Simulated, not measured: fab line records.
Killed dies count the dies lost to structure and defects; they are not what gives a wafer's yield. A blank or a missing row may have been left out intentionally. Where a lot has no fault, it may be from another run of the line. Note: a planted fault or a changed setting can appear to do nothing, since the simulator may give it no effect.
Which of the tools did it? || flow sky130 || 36 wafers sampled from 12 lots at 1 step of a route of 708

## WHAT THE GAUGES READ, wafer by wafer
SKY_CONTACT_RS_MEAS_25: the measuring method here is four-point-probe.
{"lot": "L075", "measured": "day 32 13:46", "on": "film-metro-04", "CONTACT_W_RS (ohm/sq)": "0.340 0.339 0.343"}
{"lot": "L077", "measured": "day 32 22:58", "on": "film-metro-04", "CONTACT_W_RS (ohm/sq)": "0.345 0.344 0.346"}
{"lot": "L079", "measured": "day 33 16:44", "on": "film-metro-04", "CONTACT_W_RS (ohm/sq)": "0.332 0.328 0.333"}
{"lot": "L081", "measured": "day 34 06:44", "on": "film-metro-03", "CONTACT_W_RS (ohm/sq)": "0.337 0.338 0.334"}
{"lot": "L083", "measured": "day 34 20:52", "on": "film-metro-03", "CONTACT_W_RS (ohm/sq)": "0.338 0.344 0.342"}
{"lot": "L085", "measured": "day 35 14:25", "on": "film-metro-03", "CONTACT_W_RS (ohm/sq)": "0.347 0.341 0.346"}
{"lot": "L087", "measured": "day 36 03:02", "on": "film-metro-04", "CONTACT_W_RS (ohm/sq)": "0.342 0.334 0.342"}
{"lot": "L089", "measured": "day 36 22:43", "on": "film-metro-03", "CONTACT_W_RS (ohm/sq)": "0.337 0.339 0.340"}
{"lot": "L091", "measured": "day 37 07:11", "on": "film-metro-04", "CONTACT_W_RS (ohm/sq)": "0.336 0.341 0.339"}
{"lot": "L093", "measured": "day 37 16:00", "on": "film-metro-03", "CONTACT_W_RS (ohm/sq)": "0.345 0.344 0.344"}
{"lot": "L095", "measured": "day 38 05:29", "on": "film-metro-04", "CONTACT_W_RS (ohm/sq)": "0.343 0.338 0.343"}
{"lot": "L097", "measured": "day 38 20:31", "on": "film-metro-04", "CONTACT_W_RS (ohm/sq)": "0.341 0.340 0.339"}

## WHAT TOOL EACH LOT RAN ON (gives the tool, then ch and the chambers of the sampled wafers, and finally the start)
Record: no process step prior to these readings.

## THE ANSWER, worked out from the rows above alone
Rule: the lots themselves supply what counts as usual. Put in order of their means at a reading, lots are off if they are a third of the lots or fewer, leave a main group of 4 or more, and stand apart from it by a gap of 3 or more times the standard deviation of the main group's means; of several such gaps the widest counts. If all means in a main group match to the digits the tables above print for the reading, that group is not used. A lot without any number at a reading at which 4 lots or more have one is off too. Any other lot the step has rows for is counted as sound.
Across all readings shown, no lot is off: no conclusion can be drawn from this.

## WHAT WAS PUT IN BY THE SIMULATOR
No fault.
